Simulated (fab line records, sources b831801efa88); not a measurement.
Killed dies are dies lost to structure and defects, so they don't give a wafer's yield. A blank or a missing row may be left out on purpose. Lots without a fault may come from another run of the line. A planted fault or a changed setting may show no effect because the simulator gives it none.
Split-lot experiment | flow sfq_line | 5 lots, 23 wafers read, on a route of 325 steps

THE SPLIT
At SFQ_TRILAYER_I3_VIA_LITHO_PEB_088 (peb time 60 s), the setting peb_temp_c was moved away from the recipe's 115 C on 5 of the 23 wafers read, by -1.9% to +2.6%. The other wafers ran this setting at the recipe's value.

FROM THE SPLIT TO THE READING: what the file shows between them, 2 steps
- SFQ_TRILAYER_I3_VIA_LITHO_DEVELOP_087: time 60 s
- SFQ_TRILAYER_I3_VIA_BARC_OPEN_VIA_ETCH_121: etches BARC in O2, target depth 125 nm, time 41.7 s

THE READING
I3.cd_nm (the simulator's own value, which no gauge read), in nm, at SFQ_TRILAYER_I3_VIA_ETCH_VIA_ETCH_088 (etches SiO2 in CHF3, stops on Nb, target depth 260 nm). The file gives no usual value for it. The 18 wafers here that ran the recipe average 501.1 nm, standard deviation 2.1 nm.

wafer  | tool, chamber at the split | peb_temp_c as run, C | against the recipe | I3.cd_nm, nm | against lot-mates on the recipe
L074.2 | litho_track-03, 0          | 115                  | recipe             | 501.3        | -
L074.3 | litho_track-03, 0          | 115                  | recipe             | 505          | -
L074.4 | litho_track-03, 0          | 115                  | recipe             | 503.4        | -
L074.5 | litho_track-03, 0          | 115                  | recipe             | 503.6        | -
L074.6 | litho_track-03, 0          | 115                  | recipe             | 503.2        | -
L078.1 | litho_track-03, 0          | 118                  | +2.6%              | 552.3        | +52.8
L078.3 | litho_track-03, 0          | 115                  | recipe             | 498.8        | -
L078.4 | litho_track-03, 0          | 115                  | recipe             | 499.5        | -
L078.5 | litho_track-03, 0          | 115                  | recipe             | 500.3        | -
L078.6 | litho_track-03, 0          | 118                  | +2.6%              | 550          | +50.5
L079.1 | litho_track-04, 0          | 115                  | recipe             | 499.2        | -
L079.2 | litho_track-04, 0          | 115                  | recipe             | 498.1        | -
L079.3 | litho_track-04, 0          | 115                  | recipe             | 499.1        | -
L079.5 | litho_track-04, 0          | 115                  | recipe             | 500.8        | -
L079.6 | litho_track-04, 0          | 115                  | recipe             | 499.3        | -
L081.2 | litho_track-04, 0          | 115                  | recipe             | 499.6        | -
L081.3 | litho_track-04, 0          | 115                  | recipe             | 505.1        | -
L081.6 | litho_track-04, 0          | 115                  | recipe             | 501.1        | -
L084.1 | litho_track-03, 0          | 112.8                | -1.9%              | 459.6        | -41.4
L084.2 | litho_track-03, 0          | 115                  | recipe             | 502.2        | -
L084.3 | litho_track-03, 0          | 112.8                | -1.9%              | 459.4        | -41.6
L084.4 | litho_track-03, 0          | 115                  | recipe             | 499.8        | -
L084.5 | litho_track-03, 0          | 112.8                | -1.9%              | 457.4        | -43.6

THE FIT
A straight line over all 23 wafers: I3.cd_nm changes by +20.5 nm for each +1% of peb_temp_c; r = +0.99; the points scatter about the line by 2.5 nm.
The same after taking each lot's own level away (the mean of its wafers on the recipe; 23 wafers): +20.8 nm for each +1%; r = +1.00; scatter 1.7 nm.
On that fit, the largest move of peb_temp_c shifts the reading by 54 nm.
The lots' own levels span 499.30 to 503.30 nm, that is 1.9 times the standard deviation above.
So the lot-to-lot level changes the slope little: the two slopes agree.
Check: with one of the wafers moved furthest among these (+2.6%) left out of the fit, the line predicts +54.1 nm for it against its lot-mates. It came out at +52.8 nm against them.

OTHER SPLITS ON THESE WAFERS
These wafers also went through other splits before the reading. Each is held against what the fit with the lots' levels taken away leaves over:
other split on the same wafers                  | wafers away from the commonest value | r with I3.cd_nm (lot level and that fit taken away)
SFQ_TRILAYER_M2_LITHO_COAT_062 resist_thk_nm    | 5                                    | -0.27
SFQ_TRILAYER_M3_DEP_SPUTTER_073 power_w         | 9                                    | -0.12
SFQ_TRILAYER_M3_BARC_OPEN_METAL_ETCH_100 time_s | 10                                   | -0.20

THE WHOLE CHAIN: every reading that the file lists as answering this split, in the file's order
step                                       | what it does                                          | reading                                                   | change (the file's fit)              | r (the file's)
SFQ_TRILAYER_I3_VIA_BARC_OPEN_VIA_ETCH_121 | etches BARC in O2, target depth 125 nm, time 41.7 s   | I3.cd_nm (the simulator's own value, which no gauge read) | +20.2 nm for each +1% of the setting | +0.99
SFQ_TRILAYER_I3_VIA_ETCH_VIA_ETCH_088      | etches SiO2 in CHF3, stops on Nb, target depth 260 nm | I3.cd_nm (the simulator's own value, which no gauge read) | +20.6 nm for each +1% of the setting | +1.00

THE FILE'S OWN FIT
I3.cd_nm changes by +20.6 nm for each +1% of peb_temp_c, r = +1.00.
